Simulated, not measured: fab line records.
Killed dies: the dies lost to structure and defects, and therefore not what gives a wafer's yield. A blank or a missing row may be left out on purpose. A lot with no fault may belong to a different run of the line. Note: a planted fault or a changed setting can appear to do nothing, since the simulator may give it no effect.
fab line records ; flow sky130
[record] lots = 6; wafers = 18; last-day = 51
route steps=708 shown VT_ADJUST_HVTP@87 VT_ADJUST_LVTN@97 PAD_OPEN@708
lots untouched by any fault: they come from a run of this same line in which no faults occurred
start-h: start of the lot's first displayed wafer, in hours after the record's first day ; wait-h: time in hours since the lot's previous step ; " the same as in the row above ; L1.1+2: one row covering several wafers at once ; - value missing, or start not given ; * or withheld: withheld ; < > ~ a bound
route shown NAME@n: names a module that has steps shown in the file, with the first one's number in the route ; usual: mean/standard deviation of fault-free wafers ; same: alike in all rows ; chamber/n: place in a boat ; sites: each site's reading ; _std_site: standard deviation across them ; _edge_site: inner sites' mean taken away from outer sites' mean ; radius-mm: for every site, how far away it sits from the centre of the wafer ; mask NAME#n: copy n ; behind: the most recent tool/chamber to have shaped the wafer ; hold: why the lot went on hold/how many hours it stayed there/how the hold came to an end ; device: transistor that didn't switch, given as n, p or np ; end of line: tests run on the same wafers once the route is complete ; step lacking rows: just its recipe ; killed: count of dies lost to structure and defects at first sort (not the wafer's yield) ; map: per-die view of a wafer (x killed, . not killed, _ where there is no die)
set.NAME: the setting the step ran with; set.NAME@STEP: the setting that earlier step ran with ; model.NAME: the simulator's own value behind a step, which no gauge read
lots at selected steps of the route; one table per step, one row per wafer
services: a tool's chamber out of use, with start hour (start-h, from the record's first day; less than 0 if before it), hours out, and reason
[[steps]]
[step SKY_VT_ADJUST_HVTP_COAT_02]
[recipe] resist = NOVOLAK; spin-rpm = 3000; resist-thk-nm = 1140
[step SKY_VT_ADJUST_HVTP_SOFTBAKE_03]
[recipe] temp-c = 90; time-s = 60; resist = NOVOLAK
[step SKY_VT_ADJUST_HVTP_EXPOSE_04]
[recipe] mask-id = HVTPM; na = 0.6; source-shape = conventional; sigma-outer = 0.6; polarization = unpolarized; target-cd-nm = 380; dose-mj = 140
[step SKY_VT_ADJUST_HVTP_PEB_05]
[recipe] temp-c = withheld; time-s = *; resist = NOVOLAK
[step SKY_VT_ADJUST_HVTP_DEVELOP_06]
[recipe] resist = NOVOLAK; developer = TMAH; develop-time-s = 60; dev-temp-c = 23
[step SKY_VT_ADJUST_HVTP_CD_MEAS_07]
[recipe] target-cd-nm = 380
[usual] cd-nm = 379.5/2.3
lot.wafer;tool;chamber;start-h;wait-h;cd-nm
L398.1;cd-sem-01;-;136.98;0.1;375.6
L398.2;cd-sem-01;-;136.98;0.1;380.2
L398.6;cd-sem-01;-;136.98;0.1;376.6
L403.3;cd-sem-02;-;167.85;0.1;380.9
L403.4;cd-sem-02;-;167.85;0.1;379.7
L403.6;cd-sem-02;-;167.85;0.1;379.4
L407.1;cd-sem-02;-;199.65;0.1;381.7
L407.2;cd-sem-02;-;199.65;0.1;378.9
L407.5;cd-sem-02;-;199.65;0.1;380.5
L412.1;cd-sem-02;-;230.65;0.1;381.3
L412.3;cd-sem-02;-;230.65;0.1;383.1
L412.4;cd-sem-02;-;230.65;0.1;380.7
L416.2;cd-sem-02;-;250.63;0.1;378.9
L416.4;cd-sem-02;-;250.63;0.1;377.8
L416.5;cd-sem-02;-;250.63;0.1;378.8
L419.1;cd-sem-01;-;268.30;0.1;381.6
L419.4;cd-sem-01;-;268.30;0.1;379.9
L419.6;cd-sem-01;-;268.30;0.1;380.2
[step SKY_VT_ADJUST_HVTP_OVL_MEAS_08]
[usual] VT_ADJUST_HVTP_OVL = -0.7/1.6
lot.wafer;tool;chamber;start-h;wait-h;VT_ADJUST_HVTP_OVL[nm]
L398.1;overlay-01;-;137.10;0.1;1.2
L398.2;overlay-01;-;137.10;0.1;3.0
L398.6;overlay-01;-;137.10;0.1;1.2
L403.3;overlay-02;-;167.95;0.1;-0.9
L403.4;overlay-02;-;167.95;0.1;-2.3
L403.6;overlay-02;-;167.95;0.1;-3.0
L407.1;overlay-02;-;199.77;0.1;-0.6
L407.2;overlay-02;-;199.77;0.1;-0.8
L407.5;overlay-02;-;199.77;0.1;-2.2
L412.1;overlay-01;-;230.77;0.1;-3.1
L412.3;overlay-01;-;230.77;0.1;-3.8
L412.4;overlay-01;-;230.77;0.1;-4.1
L416.2;overlay-01;-;250.74;0.1;-1.8
L416.4;overlay-01;-;250.74;0.1;-1.2
L416.5;overlay-01;-;250.74;0.1;-0.4
L419.1;overlay-01;-;268.42;0.1;-1.1
L419.4;overlay-01;-;268.42;0.1;-2.8
L419.6;overlay-01;-;268.42;0.1;-0.2
[step SKY_VT_ADJUST_HVTP_IMPLANT_09]
[recipe] species = As; energy-kev = 150; dose-cm2 = 4.3e+12; tilt-deg = withheld
[step SKY_VT_ADJUST_HVTP_STRIP_10]
[recipe] chemistry = O2/N2; power-w = 1400; pressure-mtorr = 1500; platen-temp-c = withheld; o2-flow-sccm = 3000; n2-flow-sccm = 300; overash-fraction = 0.5
[usual] drypump-motor-current-A = 6.0/0.4; oes-product-au = 0.715/0.0042; strip-time-to-endpoint-s = 14.21/0.045
lot.wafer;tool;chamber;start-h;wait-h;drypump-motor-current-A;oes-product-au;rf-hours-counter-h;strip-time-to-endpoint-s
L398.1;plasma-asher-04;1;137.29;0.1;6.5;0.716;27;14.26
L398.2;plasma-asher-04;0;137.29;0.1;5.9;0.717;27;14.26
L398.6;plasma-asher-04;1;137.29;0.1;6.5;0.708;-;14.28
L403.3;plasma-asher-01;0;168.15;0.1;5.4;0.704;-;14.24
L403.4;plasma-asher-01;1;168.15;0.1;6.2;0.717;-;14.21
L403.6;plasma-asher-01;1;168.15;0.1;6.2;0.715;-;14.27
L407.1;plasma-asher-04;0;199.95;0.1;5.9;0.720;32;14.23
L407.2;plasma-asher-04;1;199.95;0.1;6.5;0.714;32;14.19
L407.5;plasma-asher-04;0;199.95;0.1;5.9;0.713;-;14.24
L412.1;plasma-asher-04;1;230.95;0.1;6.5;0.719;35;14.22
L412.3;plasma-asher-04;1;230.95;0.1;6.4;0.719;-;14.25
L412.4;plasma-asher-04;0;230.95;0.1;5.9;0.717;-;14.24
L416.2;plasma-asher-04;1;250.92;0.1;6.5;0.714;37;14.22
L416.4;plasma-asher-04;0;250.92;0.1;5.9;0.718;-;14.23
L416.5;plasma-asher-04;1;250.92;0.1;6.5;0.715;-;14.24
L419.1;plasma-asher-04;0;268.60;0.1;5.9;0.720;39;14.14
L419.4;plasma-asher-04;1;268.60;0.1;6.5;0.716;-;14.11
L419.6;plasma-asher-04;0;268.60;0.1;5.9;0.710;-;14.11
[step SKY_VT_ADJUST_HVTP_TW_MEAS_11]
[usual] VT_ADJUST_HVTP_TW = 1353/10
lot.wafer;tool;chamber;start-h;wait-h;VT_ADJUST_HVTP_TW
L398.1;film-metro-03;-;137.39;0.1;1343
L398.2;film-metro-03;-;137.39;0.1;1344
L398.6;film-metro-03;-;137.39;0.1;1342
L403.3;film-metro-03;-;168.24;0.1;1350
L403.4;film-metro-03;-;168.24;0.1;1337
L403.6;film-metro-03;-;168.24;0.1;1352
L407.1;film-metro-02;-;200.05;0.1;1359
L407.2;film-metro-02;-;200.05;0.1;1361
L407.5;film-metro-02;-;200.05;0.1;1359
L412.1;film-metro-01;-;231.05;0.1;1362
L412.3;film-metro-01;-;231.05;0.1;1358
L412.4;film-metro-01;-;231.05;0.1;1359
L416.2;film-metro-02;-;251.03;0.1;1363
L416.4;film-metro-02;-;251.03;0.1;1365
L416.5;film-metro-02;-;251.03;0.1;1362
L419.1;film-metro-03;-;268.70;0.1;1343
L419.4;film-metro-03;-;268.70;0.1;1339
L419.6;film-metro-03;-;268.70;0.1;1345
[step SKY_VT_ADJUST_LVTN_DEHYDRATE_00]
[recipe] temp-c = 200; time-s = 60
[step SKY_VT_ADJUST_LVTN_HMDS_01]
[recipe] prime-time-s = 60; prime-temp-c = 120
[step SKY_VT_ADJUST_LVTN_COAT_02]
[recipe] spin-rpm = 2000; resist-thk-nm = 3000
lot.wafer;tool;chamber;start-h;wait-h;model.coat_of_VT_ADJUST_LVTN_COAT_02.thk-nm
L398.1;litho-track-01;0;147.30;0.1;3017
L398.2+6;litho-track-01;0;147.30;0.1;3012
L403.3;litho-track-03;0;178.26;0.1;3092
L403.4;litho-track-03;0;178.26;0.1;3101
L403.6;litho-track-03;0;178.26;0.1;3104
L407.1;litho-track-03;0;211.06;0.1;3099
L407.2;litho-track-03;0;211.06;0.1;3100
L407.5;litho-track-03;0;211.06;0.1;3101
L412.1;litho-track-01;0;243.30;0.1;3001
L412.3;litho-track-01;0;243.30;0.1;2998
L412.4;litho-track-01;0;243.30;0.1;3000
L416.2;litho-track-01;0;263.22;0.1;3013
L416.4;litho-track-01;0;263.22;0.1;3012
L416.5;litho-track-01;0;263.22;0.1;3003
L419.1;litho-track-03;0;280.86;0.1;3004
L419.4;litho-track-03;0;280.86;0.1;3003
L419.6;litho-track-03;0;280.86;0.1;2994
[step SKY_VT_ADJUST_LVTN_SOFTBAKE_03]
[recipe] temp-c = 110; time-s = withheld
[step SKY_VT_ADJUST_LVTN_EXPOSE_04]
[recipe] mask-id = NWM_COMPLEMENT_LESS_NATIVE; na = 0.6; source-shape = conventional; sigma-outer = 0.6; polarization = unpolarized; target-cd-nm = 840; dose-mj = 194
[step SKY_VT_ADJUST_LVTN_PEB_05]
[recipe] temp-c = 115; time-s = withheld
[step SKY_VT_ADJUST_LVTN_DEVELOP_06]
[recipe] wall-angle-deg = 90; developer = TMAH; develop-time-s = 60; dev-temp-c = 23
lot.wafer;tool;chamber;start-h;wait-h;model.coat_of_VT_ADJUST_LVTN_COAT_02.thk-nm
L398.1;litho-track-03;0;-;-;3013
L398.2;litho-track-03;0;-;-;3008
L398.6;litho-track-03;0;-;-;3007
L403.3;litho-track-02;0;-;-;3088
L403.4;litho-track-02;0;-;-;3096
L403.6;litho-track-02;0;-;-;3100
L407.1;litho-track-03;0;-;-;3094
L407.2;litho-track-03;0;-;-;3096
L407.5;litho-track-03;0;-;-;3097
L412.1;litho-track-03;0;-;-;2997
L412.3;litho-track-03;0;-;-;2993
L412.4;litho-track-03;0;-;-;2996
L416.2;litho-track-02;0;-;-;3009
L416.4;litho-track-02;0;-;-;3008
L416.5;litho-track-02;0;-;-;2999
L419.1;litho-track-01;0;-;-;3000
L419.4;litho-track-01;0;-;-;2999
L419.6;litho-track-01;0;-;-;2989
[step SKY_VT_ADJUST_LVTN_OVL_MEAS_07]
[usual] VT_ADJUST_LVTN_OVL = 2.2/1.4
lot.wafer;tool;chamber;start-h;wait-h;VT_ADJUST_LVTN_OVL[nm]
L398.1;overlay-02;-;157.69;-;2.9
L398.2;overlay-02;-;157.69;-;5.5
L398.6;overlay-02;-;157.69;-;4.9
L403.3;overlay-02;-;189.96;-;2.8
L403.4;overlay-02;-;189.96;-;3.9
L403.6;overlay-02;-;189.96;-;4.0
L407.1;overlay-01;-;222.91;-;1.4
L407.2;overlay-01;-;222.91;-;1.6
L407.5;overlay-01;-;222.91;-;1.0
L412.1;overlay-01;-;255.41;-;1.4
L412.3;overlay-01;-;255.41;-;2.2
L412.4;overlay-01;-;255.41;-;1.8
L416.2;overlay-02;-;275.86;-;4.7
L416.4;overlay-02;-;275.86;-;2.0
L416.5;overlay-02;-;275.86;-;2.1
L419.1;overlay-01;-;294.85;-;0.8
L419.4;overlay-01;-;294.85;-;-1.5
L419.6;overlay-01;-;294.85;-;1.9
[step SKY_VT_ADJUST_LVTN_IMPLANT_08]
[recipe] species = B; energy-kev = 30; dose-cm2 = 1.57e+12; tilt-deg = withheld
[step SKY_VT_ADJUST_LVTN_STRIP_09]
[recipe] chemistry = O2/N2; power-w = 1400; pressure-mtorr = 1500; platen-temp-c = withheld; o2-flow-sccm = 3000; n2-flow-sccm = 300; overash-fraction = 0.5
[usual] drypump-motor-current-A = 5.8/0.63; oes-product-au = 0.723/0.0053; strip-time-to-endpoint-s = 36.97/0.12
lot.wafer;tool;chamber;start-h;wait-h;drypump-motor-current-A;oes-product-au;rf-hours-counter-h;strip-time-to-endpoint-s
L398.1;plasma-asher-02;1;157.87;0.1;4.7;0.713;48;37.10
L398.2;plasma-asher-02;0;157.87;0.1;6.2;0.725;48;37.05
L398.6;plasma-asher-02;1;157.87;0.1;4.7;0.717;-;37.04
L403.3;plasma-asher-04;1;190.17;0.1;6.5;0.729;-;37.95
L403.4;plasma-asher-04;0;190.17;0.1;5.9;0.713;-;38.06
L403.6;plasma-asher-04;1;190.17;0.1;6.5;0.727;-;38.09
L407.1;plasma-asher-03;1;223.10;0.1;6.2;0.723;8;38.05
L407.2;plasma-asher-03;0;223.10;0.1;5.6;0.719;8;38.05
L407.5;plasma-asher-03;1;223.10;0.1;6.3;0.717;-;38.06
L412.1;plasma-asher-04;0;255.60;0.1;5.9;0.720;38;36.93
L412.3;plasma-asher-04;1;255.60;0.1;6.5;0.719;-;36.89
L412.4;plasma-asher-04;0;255.60;0.1;5.9;0.715;-;36.90
L416.2;plasma-asher-04;0;276.04;0.1;5.9;0.712;40;37.07
L416.4;plasma-asher-04;1;276.04;0.1;6.5;0.734;-;37.06
L416.5;plasma-asher-04;0;276.04;0.1;5.9;0.716;-;36.95
L419.1;plasma-asher-04;0;295.03;0.1;5.9;0.720;42;36.98
L419.4;plasma-asher-04;1;295.03;0.1;6.5;0.718;-;36.98
L419.6;plasma-asher-04;0;295.03;0.1;5.9;0.720;-;36.84
[step SKY_VT_ADJUST_LVTN_TW_MEAS_10]
[usual] VT_ADJUST_LVTN_TW = 243/3.3
lot.wafer;tool;chamber;start-h;wait-h;VT_ADJUST_LVTN_TW
L398.1;film-metro-04;-;157.97;0.1;246
L398.2;film-metro-04;-;157.97;0.1;246
L398.6;film-metro-04;-;157.97;0.1;247
L403.3;film-metro-03;-;190.26;0.1;240
L403.4;film-metro-03;-;190.26;0.1;241
L403.6;film-metro-03;-;190.26;0.1;239
L407.1;film-metro-04;-;223.20;0.1;247
L407.2;film-metro-04;-;223.20;0.1;247
L407.5;film-metro-04;-;223.20;0.1;247
L412.1;film-metro-04;-;255.70;0.1;248
L412.3;film-metro-04;-;255.70;0.1;247
L412.4;film-metro-04;-;255.70;0.1;248
L416.2;film-metro-04;-;276.15;0.1;245
L416.4;film-metro-04;-;276.15;0.1;245
L416.5;film-metro-04;-;276.15;0.1;245
L419.1;film-metro-03;-;295.13;0.1;239
L419.4;film-metro-03;-;295.13;0.1;239
L419.6;film-metro-03;-;295.13;0.1;239
[step SKY_PAD_OPEN_PROBE_99]
[usual] killed_at_M0_to_M3 = 43/7; killed_at_M4_up = 3.1/1.5; killed-at-contacts = 23/4.9; killed-at-front-end = 16/3.9; killed-at-other = 0.3/0.52; killed-dies = 86/8.2; killed-open = 47/6.1; killed-short = 38/5.8
[same] gross-dies = 492; killed-at-back-side = 0
lot.wafer;tool;chamber;start-h;wait-h;killed_at_M0_to_M3;killed_at_M4_up;killed-at-contacts;killed-at-front-end;killed-at-other;killed-dies;killed-open;killed-short
L398.1;prober-01;-;1119.60;0.1;46;4;25;10;0;85;57;27
L398.2;prober-01;-;1119.65;0.1;41;3;30;17;0;91;43;48
L398.6;prober-01;-;1119.85;0.2;49;2;29;12;0;92;60;32
L403.3;prober-01;-;1153.24;0.2;46;5;23;23;1;98;47;50
L403.4;prober-01;-;1153.29;0.2;34;1;18;11;0;64;31;33
L403.6;prober-01;-;1153.39;0.2;44;3;18;19;0;84;44;40
L407.1;prober-02;-;1180.67;0.1;50;3;24;18;1;96;54;42
L407.2;prober-02;-;1180.72;0.1;44;2;17;14;1;78;49;29
L407.5;prober-02;-;1180.87;0.2;45;3;18;20;0;86;44;42
L412.1;prober-01;-;1206.40;0.1;42;1;15;18;0;76;46;30
L412.3;prober-01;-;1206.50;0.2;44;2;23;18;0;87;42;45
L412.4;prober-01;-;1206.55;0.2;44;5;14;19;0;82;50;32
L416.2;prober-01;-;1219.60;0.1;52;4;30;12;0;98;65;31
L416.4;prober-01;-;1219.70;0.2;45;4;22;14;0;85;38;46
L416.5;prober-01;-;1219.75;0.2;41;2;28;17;0;88;55;32
L419.1;prober-02;-;1225.41;0.1;44;2;23;14;0;83;43;40
L419.4;prober-02;-;1225.56;0.2;35;2;28;13;2;80;44;36
L419.6;prober-02;-;1225.66;0.2;43;5;29;10;0;87;49;38
// killed by level:class
L398.1 VIA1:geometric-particle:open=14 LI_CONTACT:geometric-particle:open=9 VIA3:geometric-particle:open=8 VIA2:geometric-particle:open=8 CONTACT:geometric-particle:open=7 METAL2:geometric-particle:short=5 CONTACT:geometric-particle:short=4 METAL1:geometric-particle:short=4
L398.2 LI_CONTACT:geometric-particle:open=9 CONTACT:geometric-particle:open=8 METAL1:geometric-particle:short=8 VIA1:geometric-particle:open=8 METAL2:geometric-particle:short=6 FIELD_ISO:geometric-particle:open=5 VIA3:geometric-particle:short=5 CONTACT:geometric-particle:short=5
L398.6 CONTACT:geometric-particle:open=15 VIA1:geometric-particle:open=15 VIA2:geometric-particle:open=9 FIELD_ISO:geometric-particle:open=6 VIA3:geometric-particle:open=6 LOCAL_INTERCONNECT:geometric-particle:short=5 LI_CONTACT:geometric-particle:open=4 CONTACT:geometric-particle:short=4
L403.3 VIA1:geometric-particle:open=12 CONTACT:geometric-particle:open=9 POLY_GATE:geometric-particle:short=8 CONTACT:geometric-particle:short=7 POLY_GATE:geometric-particle:open=6 METAL1:geometric-particle:short=6 VIA1:geometric-particle:short=6 METAL2:geometric-particle:short=5
L403.4 VIA1:geometric-particle:open=7 FIELD_ISO:geometric-particle:short=5 LI_CONTACT:geometric-particle:open=5 CONTACT:geometric-particle:open=5 CONTACT:geometric-particle:short=4 METAL1:geometric-particle:short=4 VIA1:geometric-particle:short=4 METAL2:geometric-particle:short=4
L403.6 VIA1:geometric-particle:open=11 CONTACT:geometric-particle:open=10 METAL1:geometric-particle:short=7 FIELD_ISO:geometric-particle:short=6 FIELD_ISO:geometric-particle:open=5 LOCAL_INTERCONNECT:geometric-particle:short=4 VIA2:geometric-particle:short=4 VIA2:geometric-particle:open=4
L407.1 VIA1:geometric-particle:open=12 CONTACT:geometric-particle:open=10 VIA2:geometric-particle:open=9 POLY_GATE:geometric-particle:short=6 LI_CONTACT:geometric-particle:open=6 FIELD_ISO:geometric-particle:open=5 METAL2:geometric-particle:short=5 FIELD_ISO:geometric-particle:short=4
L407.2 VIA1:geometric-particle:open=12 LI_CONTACT:geometric-particle:open=7 VIA1:geometric-particle:short=7 FIELD_ISO:geometric-particle:open=6 CONTACT:geometric-particle:open=6 VIA2:geometric-particle:short=6 VIA2:geometric-particle:open=5 POLY_GATE:geometric-particle:short=3
L407.5 VIA1:geometric-particle:open=13 CONTACT:geometric-particle:open=6 POLY_GATE:geometric-particle:open=5 POLY_GATE:geometric-particle:short=5 VIA3:geometric-particle:short=5 VIA1:geometric-particle:short=5 METAL2:geometric-particle:short=5 FIELD_ISO:geometric-particle:open=4
L412.1 VIA1:geometric-particle:open=13 LI_CONTACT:geometric-particle:open=6 VIA2:geometric-particle:open=6 VIA3:geometric-particle:open=6 CONTACT:geometric-particle:open=4 METAL2:geometric-particle:short=4 POLY_GATE:geometric-particle:short=4 FIELD_ISO:geometric-particle:open=3
L412.3 LI_CONTACT:geometric-particle:open=9 VIA3:geometric-particle:open=9 METAL2:geometric-particle:short=8 VIA2:geometric-particle:open=8 CONTACT:geometric-particle:short=7 VIA1:geometric-particle:open=7 METAL1:geometric-particle:short=6 POLY_GATE:geometric-particle:short=5
L412.4 VIA2:geometric-particle:open=14 CONTACT:geometric-particle:open=6 METAL3:geometric-particle:short=5 VIA3:geometric-particle:open=5 FIELD_ISO:geometric-particle:open=4 POLY_GATE:geometric-particle:open=4 METAL1:geometric-particle:short=4 VIA1:geometric-particle:open=4
L416.2 VIA2:geometric-particle:open=13 CONTACT:geometric-particle:open=11 VIA1:geometric-particle:open=11 LI_CONTACT:geometric-particle:open=8 VIA3:geometric-particle:open=8 CONTACT:geometric-particle:short=7 METAL1:geometric-particle:short=6 METAL1:geometric-particle:open=4
L416.4 LOCAL_INTERCONNECT:geometric-particle:short=9 VIA3:geometric-particle:open=8 FIELD_ISO:geometric-particle:open=7 VIA1:geometric-particle:open=7 METAL1:geometric-particle:short=6 CONTACT:geometric-particle:open=5 VIA1:geometric-particle:short=5 VIA2:geometric-particle:short=5
L416.5 CONTACT:geometric-particle:open=13 VIA3:geometric-particle:open=9 VIA1:geometric-particle:open=9 FIELD_ISO:geometric-particle:short=7 LI_CONTACT:geometric-particle:open=7 FIELD_ISO:geometric-particle:open=5 METAL2:geometric-particle:short=5 VIA2:geometric-particle:open=5
L419.1 VIA1:geometric-particle:open=15 LI_CONTACT:geometric-particle:open=7 LOCAL_INTERCONNECT:geometric-particle:short=5 CONTACT:geometric-particle:open=5 VIA1:geometric-particle:short=5 VIA2:geometric-particle:open=5 METAL2:geometric-particle:short=5 LI_CONTACT:geometric-particle:short=4
L419.4 CONTACT:geometric-particle:open=11 LI_CONTACT:geometric-particle:open=9 METAL1:geometric-particle:short=6 VIA1:geometric-particle:short=6 VIA1:geometric-particle:open=5 VIA2:geometric-particle:open=5 VIA3:geometric-particle:open=5 FIELD_ISO:geometric-particle:short=3
L419.6 CONTACT:geometric-particle:open=11 VIA1:geometric-particle:open=9 VIA2:geometric-particle:open=7 VIA1:geometric-particle:short=6 LI_CONTACT:geometric-particle:open=6 CONTACT:geometric-particle:short=6 VIA3:geometric-particle:open=5 METAL2:geometric-particle:short=5
[[services]]
tool;chamber;start-h;hours;kind
plasma-asher-03;0;117.75;-;clean
plasma-asher-03;1;117.75;-;clean
plasma-asher-01;-;136.31;2.0;repair
litho-track-02;-;152.09;-;consumable-replace:filter
plasma-asher-04;-;157.23;10.0;pm
plasma-asher-04;-;167.23;3.3;pm
plasma-asher-03;-;182.87;28.1;pm
plasma-asher-02;-;187.87;1.0;repair
plasma-asher-01;-;200.92;0.8;repair
plasma-asher-01;-;264.97;2.8;pm
plasma-asher-03;-;285.26;1.2;repair
[[key]]
[first-sign] step = SKY_VT_ADJUST_LVTN_STRIP_09; reading = strip-time-to-endpoint-s; direction = up; sigmas = 8.8; usual = *; struck = *
effect none on later readings
[model-effect] step = SKY_VT_ADJUST_LVTN_COAT_02; value = coat_of_VT_ADJUST_LVTN_COAT_02.thk-nm; without = 2997; struck = 3099
[model-effect] step = SKY_VT_ADJUST_LVTN_DEVELOP_06; value = coat_of_VT_ADJUST_LVTN_COAT_02.thk-nm; without = 2993; struck = 3095
met-at SKY_VT_ADJUST_LVTN_COAT_02
struck-wafers L403.3,L403.4,L403.6,L407.1,L407.2,L407.5
tester-left-out L403,L407
[fault] kind = process-parameter-drift; tool = litho-track-03; chamber = -; onset-h = 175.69; steps = SKY_VT_ADJUST_LVTN_COAT_02; channel = resist-thk-nm; offset = 102.05; shape = step; end-h = 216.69; acts-in = these-recipes-only; stated = 3000
// tester-left-out: of these lots the tester's yield and bins aren't shown, on N5 and GAA mostly nor the transistor test; their killed dies are dies lost to structure and defects alone, not to doping, threshold or leakage, so they don't give the yield
